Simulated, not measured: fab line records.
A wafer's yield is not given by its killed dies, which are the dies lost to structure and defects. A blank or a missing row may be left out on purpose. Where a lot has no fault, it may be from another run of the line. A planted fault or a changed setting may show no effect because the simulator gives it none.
Which tool was responsible? ; flow gf180mcu ; 12 lots, 36 wafers sampled, at 4 steps of a route of 602

== WHAT THE GAUGES SHOWED, per wafer ==
GF_V4_CD_MEAS_14: target cd 260 nm.
lot;measured;on;cd nm (nm)
L451;day 24 09:57;cd sem-01;260.6 259.9 260.6
L455;day 25 12:55;cd sem-02;252.5 260.2 252.8
L458;day 26 15:07;cd sem-02;260.4 252.3 261.8
L465;day 29 00:35;cd sem-02;261.8 260.8 261.8
L466;day 29 07:17;cd sem-02;259.4 259.8 260.0
L468;day 29 14:56;cd sem-01;261.1 260.7 259.7
L467;day 29 20:16;cd sem-01;260.0 260.9 260.8
L469;day 29 23:38;cd sem-01;262.2 261.9 261.7
L470;day 30 07:17;cd sem-02;257.7 257.1 257.8
L472;day 30 20:47;cd sem-02;260.6 259.3 260.2
L473;day 31 03:52;cd sem-02;260.0 258.3 259.6
L474;day 31 12:32;cd sem-01;258.6 257.9 259.5

GF_V4_RS_MEAS_24: a four-point-probe measurement.
lot;measured;on;V4_W_RS (ohm/sq)
L451;day 24 10:59;film metro-03;0.3277 0.3236 0.3292
L455;day 25 13:57;film metro-03;0.3276 0.3299 0.3283
L458;day 26 16:08;film metro-03;0.3281 0.3288 0.3300
L465;day 29 01:41;film metro-03;0.3310 0.3287 0.3293
L466;day 29 08:20;film metro-03;0.3209 0.3283 0.3261
L468;day 29 15:58;film metro-03;0.3262 0.3279 0.3285
L467;day 29 21:17;film metro-01;0.3348 0.3284 0.3331
L469;day 30 00:41;film metro-03;0.3244 0.3291 0.3341
L470;day 30 08:20;film metro-04;0.3321 0.3267 0.3306
L472;day 30 21:52;film metro-04;0.3316 0.3322 0.3290
L473;day 31 04:56;film metro-03;0.3323 0.3339 0.3327
L474;day 31 13:34;film metro-04;0.3306 0.3287 0.3275

== WHAT TOOL EACH LOT RAN ON (gives the tool, then ch and the chambers of the sampled wafers, and finally the start) ==
lot;GF_M4_SPUTTER_00;GF_V4_PEB_12
L451;pvd sputter-03, day 22 10:44;litho track-04 ch 0, day 24 09:36
L455;pvd sputter-03, day 23 19:50;litho track-04 ch 0, day 25 12:35
L458;pvd sputter-04, day 24 16:43;litho track-04 ch 0, day 26 14:48
L465;pvd sputter-01, day 27 08:32;litho track-02 ch 0, day 29 00:14
L466;pvd sputter-04, day 27 16:18;litho track-04 ch 0, day 29 06:56
L468;pvd sputter-03, day 27 23:40;litho track-04 ch 0, day 29 14:37
L467;pvd sputter-01, day 28 04:09;litho track-02 ch 0, day 29 19:38
L469;pvd sputter-04, day 28 08:07;litho track-04 ch 0, day 29 23:17
L470;pvd sputter-04, day 28 16:26;litho track-04 ch 0, day 30 06:56
L472;pvd sputter-01, day 29 08:29;litho track-02 ch 0, day 30 20:26
L473;pvd sputter-01, day 29 15:05;litho track-04 ch 0, day 31 03:32
L474;pvd sputter-04, day 29 23:14;litho track-04 ch 0, day 31 12:11
- GF_M4_SPUTTER_00: material Ti, target thk 37.5 nm, time 150 s.
- GF_V4_PEB_12: peb time 90 s.

== AS READ BY THE TOOLS THEMSELVES (means over the sampled wafers that have a number; for cases with no such wafer, the mark the record gives instead) ==
GF_M4_SPUTTER_00.
lot;tool;throttle valve pct (%)
L451;pvd sputter-03;29.0
L455;pvd sputter-03;29.0
L458;pvd sputter-04;29.0
L465;pvd sputter-01;30.2
L466;pvd sputter-04;29.7
L468;pvd sputter-03;29.5
L467;pvd sputter-01;30.2
L469;pvd sputter-04;29.7
L470;pvd sputter-04;29.0
L472;pvd sputter-01;30.1
L473;pvd sputter-01;30.1
L474;pvd sputter-04;30.2

GF_V4_PEB_12.
lot;tool;chill plate temp C (C);heater power total W (W)
L451;litho track-04;23.04;85.76
L455;litho track-04;22.96;91.43
L458;litho track-04;23.05;88.52
L465;litho track-02;22.99;85.67
L466;litho track-04;22.96;85.66
L468;litho track-04;23.02;85.77
L467;litho track-02;22.99;85.69
L469;litho track-04;22.93;85.70
L470;litho track-04;22.92;85.79
L472;litho track-02;23.02;85.64
L473;litho track-04;22.89;85.75
L474;litho track-04;23.12;85.77

== THE ANSWER, worked out from the rows above alone ==
Rule: the usual values come from the lots themselves. Put in order of their means at a reading, lots are off if they are a third of the lots or fewer, leave a main group of 4 or more, and stand apart from it by a gap of 3 or more times the standard deviation of the main group's means; of several such gaps the widest counts. Not used: any main group whose means are identical at the precision the tables above print for the reading. Also off: a lot with no number at a reading for which 4 or more lots have one. Where the step has rows for the other lots, those lots are counted as sound. After the gauges, taken in route order, come the tools' own readings; for these a lot's mean is taken, as printed above. At the first step where some lot is off, the reading lying furthest off is the one used; lots without a number count as furthest.
Off: L455, L458, at GF_V4_PEB_12 (heater power total W). Mean 85.72 W and standard deviation 0.051 in the main group.
If a tool, at that step or one of the process steps before it, ran each lot that is off and ran no sound lot following the first of them, it fits. None of those tried fits.

== WHAT THE SIMULATOR PUT IN ==
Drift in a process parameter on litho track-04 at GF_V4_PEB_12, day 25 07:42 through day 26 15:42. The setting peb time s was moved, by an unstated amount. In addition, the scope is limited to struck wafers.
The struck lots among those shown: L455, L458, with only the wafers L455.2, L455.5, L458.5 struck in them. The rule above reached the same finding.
